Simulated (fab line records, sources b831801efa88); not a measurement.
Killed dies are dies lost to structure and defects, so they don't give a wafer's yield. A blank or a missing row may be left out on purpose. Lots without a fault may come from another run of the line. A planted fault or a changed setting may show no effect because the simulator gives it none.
fab line records | flow sky130
record lots=15 wafers=45 last_day=50
route steps=708 shown POLY_CUT@319 SD_P@327 RES_XHIGH@340 SD_N@353 LOCAL_INTERCONNECT@400
lots that met no fault: from a run of the same line without faults
start_h: hours from the record's first day to the start of the lot's first wafer shown | wait_h: hours since the lot's step before | " the same as in the row above | L1.1+2: a row that stands for several wafers | - no value, or no start given | * or withheld: withheld | < > ~ a bound
route shown NAME@n: a module of which the file shows steps, and the number in the route of the first | usual: mean/standard deviation of fault-free wafers | same: alike in all rows | chamber/n: place in a boat | sites: the reading at each site | _std_site: their standard deviation | _edge_site: outer sites' mean less inner sites' | radius_mm: how far each site lies from the wafer's centre | mask NAME#n: copy n | behind: the tool/chamber that last shaped the wafer | hold: why the lot was held/for how many hours/how that ended | device: the transistor (n, p or np) that didn't switch | end of line: the same wafers' tests at the end of the route | a step without rows: its recipe alone | killed: dies lost to structure and defects at the first sort, not the wafer's yield | map: a wafer's dies, x killed, . not, _ none there
set.NAME: the setting as run; set.NAME@STEP: as run at that earlier step | model.NAME: the simulator's own value behind a step, which no gauge read
steps of the route over a sample of lots; a table a step, a row a wafer
services: from which hour (start_h, from the record's first day; less than 0 if before it) a tool's chamber was out of use, for how many hours, and why
## steps
# step SKY_POLY_CUT_STRIP_12
# recipe chemistry=O2/N2 power_w=1400 pressure_mtorr=1500 platen_temp_c=withheld o2_flow_sccm=3000 n2_flow_sccm=300 overash_fraction=0.5
# usual chamber_pressure_mTorr=1499.9/1.4 drypump_motor_current_A=6.0/0.52 oes_product_au=0.452/0.0043 strip_time_to_endpoint_s=5.348/0.016
# columns lot.wafer tool chamber start_h wait_h chamber_pressure_mTorr drypump_motor_current_A oes_product_au rf_hours_counter_h strip_time_to_endpoint_s
L892.1 plasma_asher-02 1 562.76 0.0 1498.0 6.0 0.460 71 5.355
L892.3 " 0 " " 1498.0 6.2 0.455 - 5.355
L892.5 " 1 " " 1502.7 6.0 0.449 - 5.328
L893.1 plasma_asher-01 1 565.56 0.0 1499.8 6.4 0.451 14 5.360
L893.2 " 0 " " 1500.5 4.9 0.455 14 5.368
L893.5 " 0 " " 1498.4 4.9 0.453 - 5.365
L897.1 plasma_asher-02 0 600.06 0.0 1500.1 6.1 0.449 75 5.340
L897.2 " 1 " " 1498.4 6.0 0.453 75 5.343
L897.6 " 1 " " 1498.3 5.9 0.451 - 5.328
L898.1 plasma_asher-01 0 638.41 0.0 1497.2 5.0 0.450 20 5.324
L898.5 " 0 " " 1497.7 4.9 0.450 - 5.330
L898.6 " 1 " " 1498.1 6.5 0.450 - 5.331
L900.4 plasma_asher-02 0 638.44 0.0 1501.6 6.2 0.458 - 5.360
L900.5 " 1 " " 1498.1 6.0 0.456 - 5.358
L900.6 " 0 " " 1500.4 6.1 0.451 - 5.341
L899.1 plasma_asher-03 0 638.76 0.0 1500.4 6.6 0.453 94 5.350
L899.5 " 1 " " 1500.9 6.3 0.454 - 5.343
L899.6 " 0 " " 1497.8 6.6 0.455 - 5.348
L901.1 plasma_asher-02 1 640.55 0.0 1499.0 6.0 0.452 79 5.345
L901.2 " 0 " " 1500.9 6.2 0.449 79 5.325
L901.3 " 1 " " 1500.1 6.0 0.451 - 5.337
L906.2 plasma_asher-01 0 675.75 0.0 1500.4 5.0 0.455 23 5.343
L906.4 " 1 " " 1499.3 6.4 0.449 - 5.346
L906.5 " 0 " " 1498.5 5.0 0.447 - 5.339
L907.1 plasma_asher-02 0 678.16 0.0 1500.8 6.2 0.456 83 5.348
L907.3 " 1 " " 1499.2 6.0 0.452 - 5.359
L907.5 " 1 " " 1499.4 6.0 0.448 - 5.355
L909.3 plasma_asher-01 0 694.89 0.1 1500.1 4.9 0.459 - 5.340
L909.4 " 1 " " 1498.0 6.5 0.450 - 5.349
L909.6 " 1 " " 1498.3 6.4 0.454 - 5.355
L910.1 plasma_asher-02 1 711.56 0.0 1498.9 6.0 0.445 86 5.344
L910.2 " 0 " " 1498.1 6.2 0.448 86 5.339
L910.4 " 1 " " 1498.7 6.0 0.447 - 5.344
L911.2 plasma_asher-02 1 713.96 0.0 1502.3 6.0 0.449 86 5.342
L911.3 " 1 " " 1498.2 6.0 0.449 - 5.347
L911.4 " 0 " " 1500.8 6.2 0.458 - 5.302
L912.2 plasma_asher-03 0 720.26 0.0 1500.2 6.6 0.447 102 5.354
L912.3 " 1 " " 1499.4 6.3 0.451 - 5.342
L912.5 " 1 " " 1497.9 6.3 0.455 - 5.361
L914.2 plasma_asher-01 1 735.19 0.0 1500.9 6.5 0.452 29 5.372
L914.5 " 0 " " 1500.6 5.0 0.450 - 5.350
L914.6 " 1 " " 1501.3 6.5 0.448 - 5.373
L915.1 plasma_asher-01 0 743.01 0.0 1499.2 5.0 0.452 30 5.348
L915.4 " 1 " " 1498.3 6.4 0.441 - 5.351
L915.5 " 1 " " 1499.4 6.4 0.448 - 5.345
# step SKY_SD_P_CD_MEAS_07
# recipe target_cd_nm=380
# usual cd_nm=379.6/2.1
# columns lot.wafer tool chamber start_h wait_h cd_nm
L892.1 cd_sem-02 - 592.27 0.1 380.1
L892.3 " - " " 380.9
L892.5 " - " " 376.9
L893.1 cd_sem-01 - 594.37 0.1 380.3
L893.2 " - " " 382.2
L893.5 " - " " 379.5
L897.1 cd_sem-02 - 628.17 0.1 381.7
L897.2 " - " " 378.5
L897.6 " - " " 379.7
L898.1 cd_sem-02 - 666.07 0.1 378.8
L898.5 " - " " 378.9
L898.6 " - " " 378.5
L900.4 cd_sem-01 - 666.43 0.1 382.3
L900.5 " - " " 378.9
L900.6 " - " " 377.5
L899.1 cd_sem-02 - 667.66 0.1 374.2
L899.5 " - " " 375.1
L899.6 " - " " 374.0
L901.1 cd_sem-01 - 669.58 0.1 383.8
L901.2 " - " " 383.0
L901.3 " - " " 383.8
L906.2 cd_sem-01 - 703.99 0.1 377.3
L906.4 " - " " 377.2
L906.5 " - " " 377.0
L907.1 cd_sem-01 - 705.82 0.1 382.0
L907.3 " - " " 380.0
L907.5 " - " " 381.7
L909.3 cd_sem-02 - 722.51 0.1 380.3
L909.4 " - " " 381.9
L909.6 " - " " 381.1
L910.1 cd_sem-02 - 739.71 0.1 377.2
L910.2 " - " " 378.6
L910.4 " - " " 378.5
L911.2 cd_sem-02 - 742.14 0.1 379.6
L911.3 " - " " 379.2
L911.4 " - " " 376.6
L912.2 cd_sem-01 - 747.04 0.1 378.5
L912.3 " - " " 377.7
L912.5 " - " " 376.6
L914.2 cd_sem-02 - 762.13 0.1 380.2
L914.5 " - " " 380.3
L914.6 " - " " 380.8
L915.1 cd_sem-02 - 769.12 0.1 377.4
L915.4 " - " " 380.7
L915.5 " - " " 378.5
# step SKY_RES_XHIGH_STRIP_08
# recipe chemistry=O2/N2 power_w=1400 pressure_mtorr=1500 platen_temp_c=withheld o2_flow_sccm=3000 n2_flow_sccm=300 overash_fraction=0.5
# usual chamber_pressure_mTorr=1500.0/1.4 drypump_motor_current_A=5.8/0.46 oes_product_au=0.711/0.0042 strip_time_to_endpoint_s=14.26/0.037
# columns lot.wafer tool chamber start_h wait_h chamber_pressure_mTorr drypump_motor_current_A oes_product_au rf_hours_counter_h strip_time_to_endpoint_s
L892.1 plasma_asher-04 1 619.36 0.1 1500.4 5.4 0.714 50 14.29
L892.3 " 1 " " 1499.2 5.4 0.724 - 14.18
L892.5 " 1 " " 1499.4 5.4 0.712 - 14.28
L893.1 plasma_asher-02 1 622.42 0.1 1500.0 6.0 0.714 77 14.26
L893.2 " 0 " " 1499.0 6.2 0.711 77 14.25
L893.5 " 0 " " 1502.9 6.2 0.709 - 14.28
L897.1 plasma_asher-02 1 657.37 0.1 - - - - -
L897.2 " 0 " " - - - - -
L897.6 " 0 " " - - - - -
L898.1 plasma_asher-01 1 693.82 0.1 - - - - -
L898.5 " 0 " " - - - - -
L898.6 " 1 " " - - - - -
L900.4 plasma_asher-04 1 694.16 0.1 - - - - -
L900.5 " 1 " " - - - - -
L900.6 " 0 " " - - - - -
L899.1 plasma_asher-02 1 695.07 0.1 1499.0 6.0 0.712 85 14.27
L899.5 " 1 " " 1499.4 6.0 0.712 - 14.28
L899.6 " 0 " " 1500.4 6.2 0.712 - 14.28
L901.1 plasma_asher-01 1 697.22 0.1 1497.6 6.4 0.710 25 14.31
L901.2 " 0 " " 1498.4 4.9 0.714 25 14.31
L901.3 " 1 " " 1499.5 6.5 0.708 - 14.29
L906.2 plasma_asher-01 0 732.37 0.1 1500.9 5.0 0.705 29 14.23
L906.4 " 0 " " 1503.4 5.0 0.712 - 14.24
L906.5 " 0 " " 1500.0 5.0 0.712 - 14.27
L907.1 plasma_asher-02 1 734.51 0.1 1501.0 6.0 0.708 88 14.25
L907.3 " 0 " " 1500.9 6.2 0.710 - 14.22
L907.5 " 0 " " 1500.3 6.2 0.709 - 14.25
L909.3 plasma_asher-04 0 749.95 0.1 1499.5 5.5 0.717 - 14.23
L909.4 " 1 " " 1500.2 5.4 0.712 - 14.24
L909.6 " 1 " " 1500.8 5.4 0.721 - 14.21
L910.1 plasma_asher-02 0 767.01 0.1 1498.5 6.2 0.708 92 14.30
L910.2 " 1 " " 1498.9 6.0 0.711 92 14.30
L910.4 " 1 " " 1499.6 6.0 0.705 - 14.29
L911.2 plasma_asher-02 1 768.97 0.1 1501.3 5.9 0.713 92 14.24
L911.3 " 0 " " 1499.9 6.2 0.706 - 14.23
L911.4 " 1 " " 1499.1 5.9 0.711 - 14.21
L912.2 plasma_asher-02 0 773.51 0.1 1502.5 6.2 0.709 93 14.27
L912.3 " 1 " " 1499.7 6.0 0.707 - 14.26
L912.5 " 1 " " 1499.2 6.0 0.710 - 14.25
L914.2 plasma_asher-04 1 790.02 0.1 1498.9 5.4 0.706 68 14.26
L914.5 " 1 " " 1499.3 5.4 0.708 - 14.25
L914.6 " 0 " " 1498.9 5.5 0.706 - 14.27
L915.1 plasma_asher-01 1 795.86 0.1 1499.5 6.4 0.708 34 14.20
L915.4 " 0 " " 1499.2 5.0 0.704 - 14.26
L915.5 " 1 " " 1499.0 6.5 0.708 - 14.21
# step SKY_SD_N_STRIP_11
# recipe chemistry=O2/N2 power_w=1400 pressure_mtorr=1500 platen_temp_c=withheld o2_flow_sccm=3000 n2_flow_sccm=300 overash_fraction=0.5
# usual chamber_pressure_mTorr=1500.0/1.3 drypump_motor_current_A=6.1/0.4 oes_product_au=0.528/0.004 strip_time_to_endpoint_s=22.54/0.044
# columns lot.wafer tool chamber start_h wait_h chamber_pressure_mTorr drypump_motor_current_A oes_product_au rf_hours_counter_h strip_time_to_endpoint_s
L892.1 plasma_asher-03 1 649.57 0.2 1500.9 6.3 0.524 95 22.52
L892.3 " 0 " " 1502.1 6.6 0.525 - 22.53
L892.5 " 0 " " 1499.1 6.6 0.522 - 22.54
L893.1 plasma_asher-02 1 651.57 0.2 1500.3 6.0 0.533 80 22.59
L893.2 " 0 " " 1500.0 6.2 0.534 80 22.63
L893.5 " 1 " " 1500.3 6.0 0.532 - 22.60
L897.1 plasma_asher-03 1 684.98 0.1 1498.6 6.3 0.616 99 39.46
L897.2 " 0 " " 1499.7 6.6 0.611 99 39.41
L897.6 " 1 " " 1501.8 6.3 0.609 - 39.39
L898.1 plasma_asher-02 0 721.87 0.1 1501.8 6.2 0.612 87 39.51
L898.5 " 1 " " 1499.4 6.0 0.615 - 39.54
L898.6 " 0 " " 1499.1 6.2 0.621 - 39.56
L900.4 plasma_asher-04 0 722.51 0.1 1499.6 5.5 0.614 - 39.44
L900.5 " 0 " " 1497.1 5.5 0.617 - 39.39
L900.6 " 1 " " 1499.5 5.4 0.624 - 39.44
L899.1 plasma_asher-02 0 723.22 0.1 1502.5 6.2 0.535 87 22.54
L899.5 " 0 " " 1498.5 6.2 0.524 - 22.55
L899.6 " 1 " " 1499.8 6.0 0.532 - 22.55
L901.1 plasma_asher-04 0 725.92 0.1 1499.4 5.5 0.527 61 22.49
L901.2 " 1 " " 1501.5 5.4 0.535 61 22.51
L901.3 " 1 " " 1501.2 5.4 0.535 - 22.46
L906.2 plasma_asher-03 0 759.52 0.1 1500.9 6.6 0.527 1 22.60
L906.4 " 1 " " 1499.9 6.3 0.528 - 22.60
L906.5 " 1 " " 1500.4 6.3 0.521 - 22.63
L907.1 plasma_asher-04 0 762.30 0.1 1502.0 5.5 0.528 64 22.43
L907.3 " 1 " " 1497.8 5.4 0.532 - 22.50
L907.5 " 1 " " 1500.1 5.4 0.530 - 22.48
L909.3 plasma_asher-03 1 776.46 0.1 1501.4 6.3 0.526 - 22.53
L909.4 " 0 " " 1501.0 6.5 0.533 - 22.48
L909.6 " 1 " " 1499.3 6.3 0.524 - 22.51
L910.1 plasma_asher-03 0 793.12 0.1 1497.7 6.6 0.532 5 22.54
L910.2 " 1 " " 1501.3 6.3 0.527 5 22.57
L910.4 " 1 " " 1502.2 6.3 0.522 - 22.49
L911.2 plasma_asher-04 1 795.38 0.1 1500.0 5.4 0.523 68 22.58
L911.3 " 1 " " 1497.9 5.4 0.525 - 22.58
L911.4 " 0 " " 1502.5 5.5 0.529 - 22.57
L912.2 plasma_asher-02 0 798.62 0.1 1498.9 6.2 0.526 95 22.56
L912.3 " 0 " " 1497.5 6.2 0.527 - 22.61
L912.5 " 0 " " 1499.5 6.2 0.536 - 22.52
L914.2 plasma_asher-03 1 815.98 0.1 1500.2 6.3 0.521 7 22.44
L914.5 " 1 " " 1501.3 6.3 0.530 - 22.45
L914.6 " 0 " " 1499.5 6.6 0.525 - 22.47
L915.1 plasma_asher-02 0 822.47 0.1 1501.6 6.2 0.523 97 22.55
L915.4 " 0 " " 1499.6 6.2 0.521 - 22.58
L915.5 " 1 " " 1502.1 6.0 0.525 - 22.59
# step SKY_SD_N_TW_MEAS_12
# usual SD_N_TW=3950/38
# columns lot.wafer tool chamber start_h wait_h SD_N_TW
L892.1 film_metro-04 - 649.67 0.1 3966
L892.3 " - " " 3973
L892.5 " - " " 3964
L893.1 film_metro-04 - 651.67 0.1 3966
L893.2 " - " " 3983
L893.5 " - " " 3966
L897.1 film_metro-02 - 685.08 0.1 30
L897.2 " - " " 30
L897.6 " - " " 30
L898.1 film_metro-02 - 721.97 0.1 30
L898.5 " - " " 30
L898.6 " - " " 30
L900.4 film_metro-04 - 722.61 0.1 29
L900.5 " - " " 29
L900.6 " - " " 29
L899.1 film_metro-04 - 723.32 0.1 3856
L899.5 " - " " 3871
L899.6 " - " " 3854
L901.1 film_metro-02 - 726.02 0.1 3993
L901.2 " - " " 3956
L901.3 " - " " 3971
L906.2 film_metro-02 - 759.63 0.1 3969
L906.4 " - " " 3973
L906.5 " - " " 3968
L907.1 film_metro-04 - 762.40 0.1 3910
L907.3 " - " " 3890
L907.5 " - " " 3893
L909.3 film_metro-01 - 776.55 0.1 3984
L909.4 " - " " 3993
L909.6 " - " " 3985
L910.1 film_metro-02 - 793.22 0.1 3976
L910.2 " - " " 3969
L910.4 " - " " 3979
L911.2 film_metro-02 - 795.49 0.1 3956
L911.3 " - " " 3998
L911.4 " - " " 3966
L912.2 film_metro-01 - 798.73 0.1 3950
L912.3 " - " " 3947
L912.5 " - " " 3955
L914.2 film_metro-02 - 816.09 0.1 3935
L914.5 " - " " 3937
L914.6 " - " " 3953
L915.1 film_metro-02 - 822.57 0.1 3974
L915.4 " - " " 3956
L915.5 " - " " 3956
# step SKY_LOCAL_INTERCONNECT_ETCH_13
# recipe chemistry=N2/H2 target=BARC ion_energy_ev=200 bias_w=100 pressure_mtorr=30 n2_flow_sccm=100 h2_flow_sccm=200 icp_w=500 stop_on=SiO2 time_s=45.9 target_depth_a=600
# usual chamber_pressure_mTorr=29.999/0.025 drypump_motor_current_A=5.8/0.52 oes_product_au=0.855/0.0052 throttle_valve_pct=13.226/0.0081
# columns lot.wafer tool chamber start_h wait_h chamber_pressure_mTorr drypump_motor_current_A oes_product_au rf_hours_counter_h throttle_valve_pct
L892.1 rie_metal-04 0 708.03 0.0 29.959 5.6 0.853 14 13.234
L892.3 " 0 " " 29.986 5.6 0.840 - 13.217
L892.5 " 1 " " 29.989 5.2 0.850 - 13.218
L893.1 rie_metal-01 0 710.48 0.0 29.983 5.5 0.852 10 13.227
L893.2 " 1 " " 29.976 6.4 0.855 2 13.220
L893.5 " 1 " " 30.016 6.4 0.854 - 13.240
L897.1 rie_metal-04 1 743.22 0.0 29.947 5.2 0.857 13 13.236
L897.2 " 0 " " 29.996 5.6 0.861 15 13.231
L897.6 " 1 " " 30.006 5.2 0.856 - 13.229
L898.1 rie_metal-04 0 778.48 0.0 30.010 5.6 0.856 0 13.217
L898.5 " 1 " " 29.962 5.2 0.854 - 13.222
L898.6 " 0 " " 29.972 5.6 0.856 - 13.222
L900.4 rie_metal-01 0 779.09 0.0 30.002 5.5 0.855 - 13.229
L900.5 " 0 " " 29.990 5.5 0.849 - 13.232
L900.6 " 1 " " 30.031 6.4 0.855 - 13.228
L899.1 rie_metal-02 1 780.67 0.0 29.991 6.7 0.844 7 13.236
L899.5 " 0 " " 29.917 6.2 0.852 - 13.233
L899.6 " 1 " " 29.953 6.7 0.853 - 13.234
L901.1 rie_metal-04 1 783.38 0.0 30.021 5.2 0.858 15 13.221
L901.2 " 0 " " 30.023 5.6 0.855 0 13.227
L901.3 " 0 " " 30.071 5.6 0.859 - 13.238
L906.2 rie_metal-01 0 815.88 0.0 29.980 5.5 0.852 14 13.224
L906.4 " 1 " " 30.022 6.5 0.847 - 13.222
L906.5 " 0 " " 30.009 5.4 0.853 - 13.215
L907.1 rie_metal-02 0 817.97 0.0 29.989 6.2 0.854 0 13.215
L907.3 " 0 " " 29.969 6.2 0.861 - 13.234
L907.5 " 1 " " 30.006 6.7 0.857 - 13.212
L909.3 rie_metal-04 0 832.37 0.1 29.979 5.6 0.853 - 13.218
L909.4 " 0 " " 29.992 5.6 0.849 - 13.211
L909.6 " 0 " " 30.010 5.6 0.848 - 13.216
L910.1 rie_metal-01 1 847.87 0.0 30.008 6.4 0.851 7 13.240
L910.2 " 0 " " 30.027 5.5 0.854 15 13.228
L910.4 " 1 " " 30.017 6.4 0.861 - 13.213
L911.2 rie_metal-01 0 850.92 0.0 30.001 5.5 0.856 15 13.223
L911.3 " 1 " " 29.995 6.4 0.855 - 13.229
L911.4 " 0 " " 30.026 5.5 0.865 - 13.219
L912.2 rie_metal-01 0 854.37 0.0 29.997 5.4 0.856 15 13.232
L912.3 " 0 " " 30.019 5.4 0.851 - 13.212
L912.5 " 1 " " 29.971 6.5 0.848 - 13.225
L914.2 rie_metal-01 0 870.58 0.0 30.016 5.4 0.853 16 13.217
L914.5 " 1 " " 30.028 6.4 0.854 - 13.226
L914.6 " 0 " " 30.000 5.5 0.858 - 13.222
L915.1 rie_metal-02 1 876.62 0.0 29.987 6.7 0.846 12 13.222
L915.4 " 0 " " 29.980 6.2 0.848 - 13.224
L915.5 " 0 " " 30.035 6.2 0.855 - 13.216
## services
# columns tool chamber start_h hours kind
rie_metal-01 0 566.19 14.1 repair
plasma_asher-01 - 594.41 9.1 repair
rie_metal-01 1 615.64 - clean
rie_metal-01 1 615.64 23.8 scheduled_down
rie_metal-01 1 615.64 23.8 vent_cycle
plasma_asher-04 - 643.00 0.3 repair
rie_metal-01 - 644.16 2.8 pm
rie_metal-02 1 658.32 4.1 repair
plasma_asher-03 - 733.75 9.0 pm
plasma_asher-03 0 733.75 9.0 vent_cycle
plasma_asher-03 1 733.75 9.0 vent_cycle
plasma_asher-03 0 742.75 - clean
plasma_asher-03 1 742.75 - clean
rie_metal-04 0 752.14 - clean
rie_metal-04 0 752.14 20.8 scheduled_down
rie_metal-04 0 752.14 20.8 vent_cycle
plasma_asher-01 - 760.83 9.1 repair
plasma_asher-01 - 779.11 2.8 pm
rie_metal-04 1 824.95 24.5 repair
rie_metal-04 1 849.49 - clean
rie_metal-04 1 849.49 14.9 scheduled_down
rie_metal-04 1 849.49 14.9 vent_cycle
plasma_asher-01 - 849.71 28.1 pm
rie_metal-04 1 868.52 7.3 repair
## key
first_sign step=SKY_RES_XHIGH_STRIP_08 reading=tool_record direction=missing
effect step=SKY_SD_N_STRIP_11 reading=strip_time_to_endpoint_s direction=up sigmas=99+ usual=* struck=*
effect step=SKY_SD_N_TW_MEAS_12 reading=SD_N_TW direction=down sigmas=99+ usual=3950 struck=30
met_at SKY_RES_XHIGH_STRIP_08
struck_lots L897,L898,L900
sort_left_out L897.1,L897.2,L897.6,L898.1,L898.5,L898.6,L900.4,L900.5,L900.6
tester_left_out L897,L898,L900
not_acting_at SKY_POLY_CUT_STRIP_12,SKY_SD_P_CD_MEAS_07,SKY_LOCAL_INTERCONNECT_ETCH_13
onset_between 622.42 657.37
fault kind=skipped_step_whole tool=plasma_asher-01,plasma_asher-02,plasma_asher-04 chamber=- onset_h=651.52 steps=SKY_RES_XHIGH_STRIP_08 scope=struck_lots_only
# tester_left_out: of these lots the tester's yield and bins aren't shown, on N5 and GAA mostly nor the transistor test; their killed dies are dies lost to structure and defects alone, not to doping, threshold or leakage, so they don't give the yield
# sort_left_out: the simulated sort isn't trusted on such a fault, so these wafers' sort isn't shown, and their yield isn't known
